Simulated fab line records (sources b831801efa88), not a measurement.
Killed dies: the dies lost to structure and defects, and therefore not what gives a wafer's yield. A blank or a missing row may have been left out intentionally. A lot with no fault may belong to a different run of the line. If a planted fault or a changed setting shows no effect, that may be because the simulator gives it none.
A single fault, viewed from 2 desks + flow sky130 + every desk sees just its own numbers, and what lay behind them comes last

== THE METROLOGY DESK ==
What the gauges read for every lot (on any tool): the sampled wafers with a number, averaged. A lot is out of limits, marked OUT, if its mean lies more than 4 standard deviations from the usual mean; the brackets give that distance.
Columns: A = cd nm at SKY_FIELD_ISO_CD_MEAS_13, usual 150.0 nm; B = cd nm at SKY_VT_ADJUST_HVTR_CD_MEAS_07, usual 380 nm
| lot  | first seen here | A               | B   |
|------|-----------------|-----------------|-----|
| L608 | day 2 08:28     | 151.2           | 382 |
| L609 | day 2 08:49     | 147.9           | 379 |
| L611 | day 2 21:52     | 151.1           | 380 |
| L612 | day 3 02:07     | 148.3           | 381 |
| L614 | day 3 12:44     | 149.9           | 374 |
| L615 | day 3 15:31     | 152.8           | 385 |
| L616 | day 3 21:08     | 150.7           | 379 |
| L620 | day 4 19:39     | 148.1           | 384 |
| L621 | day 5 03:05     | 131.9 (-10) OUT | 381 |
| L624 | day 5 18:47     | 143.9           | 376 |
| L625 | day 5 21:55     | 151.5           | 377 |
| L626 | day 6 04:15     | 147.2           | 387 |
| L630 | day 7 02:06     | 147.9           | 379 |
Finding of this desk: L621 out of limits; the first was L621 at day 5 03:05, on cd nm at SKY_FIELD_ISO_CD_MEAS_13. In limits: L608, L609, L611, L612, L614, L615, L616, L620, L624, L625, L626, L630.

== THE TOOL OWNER'S DESK: krf scanner-01 ==
The tool's own readings at SKY_FIELD_ISO_EXPOSE_10 (exposes mask FOM, target cd 150 nm): means of the sampled wafers that have a number, for each lot that ran on this tool. A lot is out of limits, marked OUT, if its mean lies more than 4 standard deviations from the usual mean; the brackets give that distance.
Columns: A = exposure dose mJ cm2 at SKY_FIELD_ISO_EXPOSE_10, usual 27.992
| lot  | first seen here | A                |
|------|-----------------|------------------|
| L608 | day 2 01:48     | 27.995           |
| L611 | day 2 14:17     | 28.017           |
| L612 | day 2 18:33     | 28.002           |
| L621 | day 4 19:04     | 27.477 (-17) OUT |
| L624 | day 5 09:21     | 27.016 (-33) OUT |
Finding of this desk: L621, L624 out of limits; the first was L621 at day 4 19:04, on exposure dose mJ cm2 at SKY_FIELD_ISO_EXPOSE_10. In limits: L608, L611, L612.

== BROUGHT TOGETHER ==
On L621, L624, at day 4 19:04, an alarm was possible from the tool owner's desk.
L621 would have let the metrology desk raise an alarm at day 5 03:05.
The metrology desk holds a record of L624, inside its limits.
On krf scanner-01, each named lot ran SKY_FIELD_ISO_EXPOSE_10.

== WHAT THE SIMULATOR HAD INSERTED ==
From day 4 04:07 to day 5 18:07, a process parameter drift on krf scanner-01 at SKY_FIELD_ISO_EXPOSE_10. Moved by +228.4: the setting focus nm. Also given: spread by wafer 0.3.
Struck lots among those shown: L621, L624.
Fault start to first reading out of limits, in hours, per desk: tool owner, 15; metrology, 23.
